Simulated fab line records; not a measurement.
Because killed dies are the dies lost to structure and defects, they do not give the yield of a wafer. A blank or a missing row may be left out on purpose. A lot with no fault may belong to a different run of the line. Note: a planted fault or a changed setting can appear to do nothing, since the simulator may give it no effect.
Which tool was responsible? || flow sky130 || Sampling: 13 lots, 39 wafers, 3 of 708 route steps

## WHAT EACH GAUGE READ, for each wafer
SKY_POLY_GATE_OVL_MEAS_14. Usual: POLY_GATE_OVL gives -2 nm (standard deviation 6).
{"lot": "L302", "measured": "day 16 07:52", "on": "overlay-02", "POLY_GATE_OVL (nm)": "-11 -2 -4", "flag": ""}
{"lot": "L303", "measured": "day 16 20:42", "on": "overlay-01", "POLY_GATE_OVL (nm)": "-12 -4 -6", "flag": ""}
{"lot": "L305", "measured": "day 17 16:40", "on": "overlay-01", "POLY_GATE_OVL (nm)": "-3 -10 -2", "flag": ""}
{"lot": "L306", "measured": "day 17 23:14", "on": "overlay-02", "POLY_GATE_OVL (nm)": "-4 -6 6", "flag": ""}
{"lot": "L307", "measured": "day 18 08:22", "on": "overlay-01", "POLY_GATE_OVL (nm)": "5 9 8", "flag": ""}
{"lot": "L309", "measured": "day 19 05:22", "on": "overlay-01", "POLY_GATE_OVL (nm)": "-4 -17 -9", "flag": ""}
{"lot": "L310", "measured": "day 19 10:11", "on": "overlay-02", "POLY_GATE_OVL (nm)": "9 -1 -2", "flag": ""}
{"lot": "L318", "measured": "day 22 13:15", "on": "overlay-01", "POLY_GATE_OVL (nm)": "1 -1 7", "flag": ""}
{"lot": "L319", "measured": "day 22 14:48", "on": "overlay-02", "POLY_GATE_OVL (nm)": "-3 7 -5", "flag": ""}
{"lot": "L320", "measured": "day 22 19:04", "on": "overlay-01", "POLY_GATE_OVL (nm)": "1 -12 5", "flag": ""}
{"lot": "L321", "measured": "day 23 07:28", "on": "overlay-01", "POLY_GATE_OVL (nm)": "-6 -5 -5", "flag": ""}
{"lot": "L323", "measured": "day 24 06:22", "on": "overlay-02", "POLY_GATE_OVL (nm)": "1 -9 -7", "flag": ""}
{"lot": "L324", "measured": "day 24 11:13", "on": "overlay-01", "POLY_GATE_OVL (nm)": "-5 -8 -3", "flag": ""}

SKY_LDD_HVP_OVL_MEAS_07. Usual: LDD_HVP_OVL gives 0.9 nm (standard deviation 1.5).
{"lot": "L302", "measured": "day 21 12:41", "on": "overlay-01", "LDD_HVP_OVL (nm)": "-0.1 1.2 -1.6", "flag": ""}
{"lot": "L303", "measured": "day 22 02:32", "on": "overlay-01", "LDD_HVP_OVL (nm)": "2.7 2.0 2.4", "flag": ""}
{"lot": "L305", "measured": "day 22 22:38", "on": "overlay-02", "LDD_HVP_OVL (nm)": "3.4 4.0 4.6", "flag": ""}
{"lot": "L306", "measured": "day 23 05:32", "on": "overlay-02", "LDD_HVP_OVL (nm)": "3.7 0.6 3.1", "flag": ""}
{"lot": "L307", "measured": "day 23 14:29", "on": "overlay-02", "LDD_HVP_OVL (nm)": "-1.7 -0.1 -0.1", "flag": ""}
{"lot": "L309", "measured": "day 24 09:22", "on": "overlay-02", "LDD_HVP_OVL (nm)": "1.1 1.3 1.6", "flag": ""}
{"lot": "L310", "measured": "day 24 13:44", "on": "overlay-01", "LDD_HVP_OVL (nm)": "0.2 3.0 -0.3", "flag": ""}
{"lot": "L318", "measured": "day 27 14:35", "on": "overlay-01", "LDD_HVP_OVL (nm)": "0.1 -0.3 0.4", "flag": ""}
{"lot": "L319", "measured": "day 27 16:05", "on": "overlay-02", "LDD_HVP_OVL (nm)": "2.2 1.5 1.5", "flag": ""}
{"lot": "L320", "measured": "day 27 18:19", "on": "overlay-02", "LDD_HVP_OVL (nm)": "0.4 1.7 0.1", "flag": ""}
{"lot": "L321", "measured": "day 28 07:08", "on": "overlay-02", "LDD_HVP_OVL (nm)": "-0.9 0.3 -0.1", "flag": ""}
{"lot": "L323", "measured": "day 29 05:47", "on": "overlay-02", "LDD_HVP_OVL (nm)": "0.0 0.3 1.9", "flag": ""}
{"lot": "L324", "measured": "day 29 09:59", "on": "overlay-02", "LDD_HVP_OVL (nm)": "1.8 0.9 3.3", "flag": ""}

SKY_POLY_CUT_OVL_MEAS_09. Usual: POLY_CUT_OVL gives -4 nm (standard deviation 5).
{"lot": "L302", "measured": "day 24 04:01", "on": "overlay-01", "POLY_CUT_OVL (nm)": "-14 -12 -2", "flag": ""}
{"lot": "L303", "measured": "day 24 17:10", "on": "overlay-01", "POLY_CUT_OVL (nm)": "-3 -5 3", "flag": ""}
{"lot": "L305", "measured": "day 25 16:50", "on": "overlay-01", "POLY_CUT_OVL (nm)": "-4 -3 1", "flag": ""}
{"lot": "L306", "measured": "day 25 19:46", "on": "overlay-01", "POLY_CUT_OVL (nm)": "-3 -8 -9", "flag": ""}
{"lot": "L307", "measured": "day 26 04:19", "on": "overlay-01", "POLY_CUT_OVL (nm)": "-10 -6 2", "flag": ""}
{"lot": "L309", "measured": "day 26 22:53", "on": "overlay-01", "POLY_CUT_OVL (nm)": "-2 2 1", "flag": ""}
{"lot": "L310", "measured": "day 27 02:43", "on": "overlay-01", "POLY_CUT_OVL (nm)": "-6 -6 -8", "flag": ""}
{"lot": "L318", "measured": "day 30 02:47", "on": "overlay-01", "POLY_CUT_OVL (nm)": "2 4 3", "flag": ""}
{"lot": "L319", "measured": "day 30 04:13", "on": "overlay-02", "POLY_CUT_OVL (nm)": "-3 -3 -6", "flag": ""}
{"lot": "L320", "measured": "day 30 06:34", "on": "overlay-02", "POLY_CUT_OVL (nm)": "0 -7 -9", "flag": ""}
{"lot": "L321", "measured": "day 30 18:14", "on": "overlay-01", "POLY_CUT_OVL (nm)": "-9 -6 -8", "flag": ""}
{"lot": "L323", "measured": "day 31 16:02", "on": "overlay-02", "POLY_CUT_OVL (nm)": "6 5 2", "flag": ""}
{"lot": "L324", "measured": "day 31 21:05", "on": "overlay-02", "POLY_CUT_OVL (nm)": "-8 -13 -10", "flag": ""}

## EACH LOT AND THE TOOL THAT RAN IT (in order: tool; ch and the chambers of the sampled wafers; start)
No process step before these readings appears in the record.

## WHAT THE TOOLS THEMSELVES READ (means of the sampled wafers that have a number; where no wafer has one, the mark that the record gives instead)
The record holds no such reading with a usual standard deviation.

## THE ANSWER, worked out from the rows above alone
Rule: a lot is off if the mean of its wafers that have a number lies more than 3 standard deviations from the usual mean. Also off: a lot with no number at a reading for which 4 or more lots have one. All remaining lots with rows at the step are treated as sound. The gauges are gone through in route order, then the tools' own readings, and for those a lot's mean is taken as printed above. At the first step where some lot is off, the reading lying furthest off is the one used; lots without a number count as furthest.
Across all readings shown, no lot is off: no conclusion can be drawn from this.

## WHAT WAS PUT IN BY THE SIMULATOR
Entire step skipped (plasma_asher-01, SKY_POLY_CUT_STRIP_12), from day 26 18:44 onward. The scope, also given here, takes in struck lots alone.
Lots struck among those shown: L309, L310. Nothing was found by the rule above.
